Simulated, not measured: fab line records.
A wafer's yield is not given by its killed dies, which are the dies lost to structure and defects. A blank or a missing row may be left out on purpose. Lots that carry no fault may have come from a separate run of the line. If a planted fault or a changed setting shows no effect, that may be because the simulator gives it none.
A lot that was struck, set against a sound lot | flow sky130 | 15 out of 708 route steps
Sound: these wafers, L723.1, L723.2, L723.5. Wafers L733.1, L733.3, L733.5 were the ones struck. Last of all comes the cause.
Per side, at each step with rows, come the tool, then ch with its chambers, and then its first start. Under that, the readings that differ: sound wafers | struck wafers | difference of the means | sigmas: that difference in standard deviations of wafers without a fault.
alike: readings whose means differ by less than 2 such deviations, and words and numbers that are the same on both sides. not compared: withheld readings, readings that some wafer has no value for, bounds like >300 that may hide the same value, and numbers for which the record gives no deviation and whose values overlap.
A row with sigmas, a row that says differs or no value, or rows on one side alone: a step with any of these is where the two part. When numbers do not overlap yet have no deviation, they are printed without sigmas and do not part them. A reading that every wafer of one side lacks parts them only if that side has two wafers or more.

SKY_CAPM_SPUTTER_02: material TiN, target thk 200 nm, time 166.7 s.
  sound on pvd-sputter-03 at day 37 19:38; struck on pvd-sputter-03 at day 40 21:18
  alike: throttle-valve-pct
SKY_CAPM_RS_MEAS_03: the measuring method here is four-point-probe.
  sound on film-metro-01 at day 37 19:45; struck on film-metro-03 at day 40 21:25
  alike: CAPM_TIN_RS
SKY_CAPM_THK_MEAS_04: measures by xrf.
  sound on film-metro-01 at day 37 19:52; struck on film-metro-03 at day 40 21:32
  reading           | sound             | struck            | difference | sigmas
  CAPM_TIN_THK (nm) | 203.4 203.3 203.1 | 197.5 199.2 198.2 | -5.0       | -2
then, 7 steps without rows for these wafers: SKY_CAPM_DEHYDRATE_05 (time 60 s); SKY_CAPM_HMDS_06 (prime time 60 s); SKY_CAPM_COAT_07 (resist thk 1140 nm); SKY_CAPM_SOFTBAKE_08 (time 60 s); SKY_CAPM_EXPOSE_09 (exposes mask CAPM, target cd 1000 nm); SKY_CAPM_PEB_10; SKY_CAPM_DEVELOP_11 (develop time 60 s).
SKY_CAPM_OVL_MEAS_12:
  sound on overlay-01 at day 38 21:14; struck on overlay-01 at day 41 20:50
  alike: CAPM_OVL
SKY_CAPM_METAL_ETCH_13: etches TiN in Cl2/BCl3, stops on SiO2, target depth 220 nm, time 62.9 s.
  sound on rie-metal-03 ch 1, day 38 21:16; struck on rie-metal-03 ch 0,1, day 41 20:53
  alike: bias-w, drypump-motor-current-A, mfc-cl2-sccm, oes-product-au, throttle-valve-pct
  not compared: rf-hours-counter-h
SKY_CAPM_STRIP_14: strips in O2/N2.
  sound on plasma-asher-03 ch 0,1, day 38 21:25; struck on plasma-asher-01 ch 0,1, day 41 20:57
  reading             | sound             | struck            | difference | sigmas
  n2-flow-sccm (sccm) | 300.3 301.1 299.0 | 360.0 360.3 359.7 | +59.9      | +66
  alike: drypump-motor-current-A, oes-product-au, strip-time-to-endpoint-s
  not compared: rf-hours-counter-h
then, 1 step without rows for these wafers: SKY_CAPM_STRIP_15 (strips in post etch residue remover, time 1200 s).
-- the record jumps here: 7 days lie between the struck wafers' starts before and after (it left off in module CAPM and takes up again in module PAD_OPEN, whose first step shown is number 708 of the route) --
SKY_PAD_OPEN_PROBE_99:
  sound on prober-01 at day 46 19:26; struck on prober-01 at day 49 07:04
  alike: defect-limited-yield, killed_at_M0_to_M3, killed_at_M4_up, killed-at-contacts, killed-at-front-end, killed-at-other, killed-dies, killed-open, killed-short, sort_bin_3_pad_short, sort_bin_5_function, sort_bin_6_memory, sort-n-pass, sort-yield-pct

WHERE THEY PART
At SKY_CAPM_THK_MEAS_04 first; at SKY_CAPM_STRIP_14 last (within this record only). Later steps at which nothing parts them and some readings are alike: SKY_PAD_OPEN_PROBE_99.

WHY: the cause the simulator had injected
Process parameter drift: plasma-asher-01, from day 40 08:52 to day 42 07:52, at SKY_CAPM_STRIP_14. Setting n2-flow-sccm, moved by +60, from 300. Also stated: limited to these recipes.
